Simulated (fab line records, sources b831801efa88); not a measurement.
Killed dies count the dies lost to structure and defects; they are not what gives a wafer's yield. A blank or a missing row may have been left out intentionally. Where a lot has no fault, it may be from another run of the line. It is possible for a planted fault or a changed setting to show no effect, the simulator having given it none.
Which tool did it?    flow gf180mcu    18 wafers from 6 lots sampled at 2 of the route's 602 steps

## WHAT THE GAUGES READ, wafer by wafer
GF_V5_RS_MEAS_24: uses a four-point probe to measure.
lot   measured      on            V5_W_RS (ohm/sq)
L916  day 27 11:52  filmMetro-03  0.325 0.331 0.332
L918  day 28 04:23  filmMetro-03  0.326 0.326 0.322
L922  day 29 02:43  filmMetro-04  0.315 0.319 0.332
L925  day 30 06:52  filmMetro-04  0.320 0.331 0.331
L930  day 31 14:20  filmMetro-03  0.323 0.307 0.322
L937  day 33 11:02  filmMetro-03  0.325 0.325 0.324

## WHICH TOOL RAN EACH LOT (tool, then ch and the chambers of the sampled wafers, then the start)
lot   GF_V5_CVD_23
L916  cvdW-02 ch 0,1, day 27 11:45
L918  cvdW-02 ch 1, day 28 04:14
L922  cvdW-01 ch 0,1, day 29 02:35
L925  cvdW-01 ch 0,1, day 30 06:46
L930  cvdW-01 ch 0,1, day 31 14:13
L937  cvdW-02 ch 0,1, day 33 10:55
- GF_V5_CVD_23: deposits W, target thk 350 nm, time 104.9 s.

## THE ANSWER, worked out from the rows above alone
Rule: the usual values come from the lots themselves. The widest of any qualifying gaps counts: lots, ordered by their means at a reading, are off when they make up no more than a third of the lots, leave a main group of 4 or more, and stand apart from it by 3 or more times the standard deviation of that group's means. The tables above print the reading to a certain number of digits; a main group whose means all agree to those digits is not used. A lot without any number at a reading at which 4 lots or more have one is off too. The other lots that the step has rows for count as sound.
Nothing can be told from this: no lot is off at any reading shown.

## WHAT THE SIMULATOR HAD INSERTED
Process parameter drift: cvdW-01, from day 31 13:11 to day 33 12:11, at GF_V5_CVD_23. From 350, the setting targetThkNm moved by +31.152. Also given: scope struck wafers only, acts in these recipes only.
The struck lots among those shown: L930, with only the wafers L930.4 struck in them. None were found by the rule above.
